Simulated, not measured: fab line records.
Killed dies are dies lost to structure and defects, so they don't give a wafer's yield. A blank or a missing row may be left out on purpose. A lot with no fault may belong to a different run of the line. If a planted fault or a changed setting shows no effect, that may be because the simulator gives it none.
Matching of chambers / flow sky130 / cmp-01 running SKY_VIA2_CMP_24: 4 sister chambers
The step polishes, stops on SiO2, t overpolish 20 s, target thk 0 nm. 33 wafers are shown with their chamber, then 12 later ones without.

## WAFERS PAIRED WITH THEIR CHAMBERS
wafer=L076.3; chamber=3; motor-current-A (A)=10.7; time-to-endpoint-s (s)=102; overpolish-run-s (s)=19.990
wafer=L076.4; chamber=1; motor-current-A (A)=10.1; time-to-endpoint-s (s)=102; overpolish-run-s (s)=19.985
wafer=L076.5; chamber=0; motor-current-A (A)=10.2; time-to-endpoint-s (s)=100; overpolish-run-s (s)=19.999
wafer=L077.2; chamber=0; motor-current-A (A)=10.8; time-to-endpoint-s (s)=101; overpolish-run-s (s)=20.014
wafer=L077.3; chamber=3; motor-current-A (A)=10.3; time-to-endpoint-s (s)=99; overpolish-run-s (s)=19.990
wafer=L077.6; chamber=2; motor-current-A (A)=13.0; time-to-endpoint-s (s)=105; overpolish-run-s (s)=19.989
wafer=L079.1; chamber=1; motor-current-A (A)=10.5; time-to-endpoint-s (s)=101; overpolish-run-s (s)=20.006
wafer=L079.2; chamber=2; motor-current-A (A)=12.4; time-to-endpoint-s (s)=106; overpolish-run-s (s)=19.996
wafer=L079.4; chamber=3; motor-current-A (A)=11.2; time-to-endpoint-s (s)=98; overpolish-run-s (s)=19.987
wafer=L080.4; chamber=1; motor-current-A (A)=10.1; time-to-endpoint-s (s)=105; overpolish-run-s (s)=19.988
wafer=L080.5; chamber=0; motor-current-A (A)=10.7; time-to-endpoint-s (s)=108; overpolish-run-s (s)=20.013
wafer=L080.6; chamber=1; motor-current-A (A)=9.9; time-to-endpoint-s (s)=108; overpolish-run-s (s)=20.009
wafer=L083.1; chamber=1; motor-current-A (A)=10.1; time-to-endpoint-s (s)=97; overpolish-run-s (s)=20.002
wafer=L083.2; chamber=3; motor-current-A (A)=10.8; time-to-endpoint-s (s)=96; overpolish-run-s (s)=19.994
wafer=L083.5; chamber=3; motor-current-A (A)=11.0; time-to-endpoint-s (s)=97; overpolish-run-s (s)=20.013
wafer=L084.2; chamber=2; motor-current-A (A)=12.4; time-to-endpoint-s (s)=102; overpolish-run-s (s)=20.003
wafer=L084.5; chamber=3; motor-current-A (A)=11.0; time-to-endpoint-s (s)=95; overpolish-run-s (s)=19.995
wafer=L084.6; chamber=2; motor-current-A (A)=12.9; time-to-endpoint-s (s)=98; overpolish-run-s (s)=20.008
wafer=L085.1; chamber=3; motor-current-A (A)=10.9; time-to-endpoint-s (s)=99; overpolish-run-s (s)=20.012
wafer=L085.4; chamber=2; motor-current-A (A)=13.0; time-to-endpoint-s (s)=103; overpolish-run-s (s)=19.999
wafer=L085.6; chamber=1; motor-current-A (A)=10.3; time-to-endpoint-s (s)=100; overpolish-run-s (s)=19.998
wafer=L086.1; chamber=1; motor-current-A (A)=10.0; time-to-endpoint-s (s)=101; overpolish-run-s (s)=20.002
wafer=L086.2; chamber=2; motor-current-A (A)=12.8; time-to-endpoint-s (s)=104; overpolish-run-s (s)=19.991
wafer=L086.5; chamber=2; motor-current-A (A)=12.6; time-to-endpoint-s (s)=104; overpolish-run-s (s)=20.018
wafer=L087.2; chamber=3; motor-current-A (A)=10.8; time-to-endpoint-s (s)=99; overpolish-run-s (s)=19.980
wafer=L087.4; chamber=2; motor-current-A (A)=12.5; time-to-endpoint-s (s)=105; overpolish-run-s (s)=19.988
wafer=L087.5; chamber=3; motor-current-A (A)=10.1; time-to-endpoint-s (s)=98; overpolish-run-s (s)=19.993
wafer=L089.2; chamber=2; motor-current-A (A)=13.8; time-to-endpoint-s (s)=105; overpolish-run-s (s)=19.984
wafer=L089.3; chamber=1; motor-current-A (A)=10.2; time-to-endpoint-s (s)=104; overpolish-run-s (s)=19.996
wafer=L089.6; chamber=0; motor-current-A (A)=9.9; time-to-endpoint-s (s)=100; overpolish-run-s (s)=20.008
wafer=L090.1; chamber=3; motor-current-A (A)=10.4; time-to-endpoint-s (s)=100; overpolish-run-s (s)=20.003
wafer=L090.4; chamber=2; motor-current-A (A)=13.1; time-to-endpoint-s (s)=101; overpolish-run-s (s)=20.000
wafer=L090.5; chamber=0; motor-current-A (A)=9.6; time-to-endpoint-s (s)=100; overpolish-run-s (s)=20.007

SIGNATURES (means of the wafers above)
reading=motor-current-A; chamber 0=10.240; chamber 1=10.150; chamber 2=12.850; chamber 3=10.720; scatter within a chamber=0.371
reading=time-to-endpoint-s; chamber 0=101.80; chamber 1=102.25; chamber 2=103.30; chamber 3=98.30; scatter within a chamber=2.73
reading=overpolish-run-s; chamber 0=20.00820; chamber 1=19.99825; chamber 2=19.99760; chamber 3=19.99570; scatter within a chamber=0.00948
Rule: a wafer's distance from a chamber is the root of the sum, over the readings, of the square of ((its reading less the chamber's mean) divided by the reading's scatter). If the next closest chamber is less than 2 further off than the closest, the wafer can't be placed; otherwise it belongs to the closest. The scatter: the root of (the sum of the squares of (reading less its chamber's mean) over the shown wafers, divided by (wafers less chambers)).

## WAFERS WITHOUT THEIR CHAMBER
wafer=L091.1; motor-current-A (A)=12.6; time-to-endpoint-s (s)=104; overpolish-run-s (s)=19.998
wafer=L091.2; motor-current-A (A)=10.0; time-to-endpoint-s (s)=99; overpolish-run-s (s)=19.990
wafer=L091.4; motor-current-A (A)=10.0; time-to-endpoint-s (s)=98; overpolish-run-s (s)=20.002
wafer=L094.1; motor-current-A (A)=10.5; time-to-endpoint-s (s)=104; overpolish-run-s (s)=20.012
wafer=L094.4; motor-current-A (A)=11.1; time-to-endpoint-s (s)=102; overpolish-run-s (s)=19.994
wafer=L094.6; motor-current-A (A)=12.7; time-to-endpoint-s (s)=103; overpolish-run-s (s)=20.011
wafer=L095.1; motor-current-A (A)=12.6; time-to-endpoint-s (s)=108; overpolish-run-s (s)=19.983
wafer=L095.4; motor-current-A (A)=9.9; time-to-endpoint-s (s)=102; overpolish-run-s (s)=19.986
wafer=L095.6; motor-current-A (A)=10.8; time-to-endpoint-s (s)=101; overpolish-run-s (s)=20.001
wafer=L097.2; motor-current-A (A)=10.3; time-to-endpoint-s (s)=97; overpolish-run-s (s)=19.992
wafer=L097.4; motor-current-A (A)=10.9; time-to-endpoint-s (s)=101; overpolish-run-s (s)=19.993
wafer=L097.6; motor-current-A (A)=10.2; time-to-endpoint-s (s)=99; overpolish-run-s (s)=19.999

## WHICH CHAMBER EACH WENT THROUGH
wafer=L091.1; from the rows above=2; in truth=2
wafer=L091.2; from the rows above=can't be placed: 1 or 3 or 0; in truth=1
wafer=L091.4; from the rows above=can't be placed: 1 or 0 or 3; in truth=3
wafer=L094.1; from the rows above=can't be placed: 0 or 1 or 3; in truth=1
wafer=L094.4; from the rows above=can't be placed: 3 or 1 or 0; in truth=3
wafer=L094.6; from the rows above=2; in truth=2
wafer=L095.1; from the rows above=2; in truth=2
wafer=L095.4; from the rows above=can't be placed: 1 or 0 or 3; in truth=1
wafer=L095.6; from the rows above=can't be placed: 3 or 0 or 1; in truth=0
wafer=L097.2; from the rows above=can't be placed: 3 or 1 or 0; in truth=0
wafer=L097.4; from the rows above=can't be placed: 3 or 1 or 0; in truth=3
wafer=L097.6; from the rows above=can't be placed: 1 or 0 or 3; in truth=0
Correctly placed: 3 of 12. From these rows, 9 cannot be placed; in 9 the true chamber is one of the candidates. Number placed wrongly: 0.
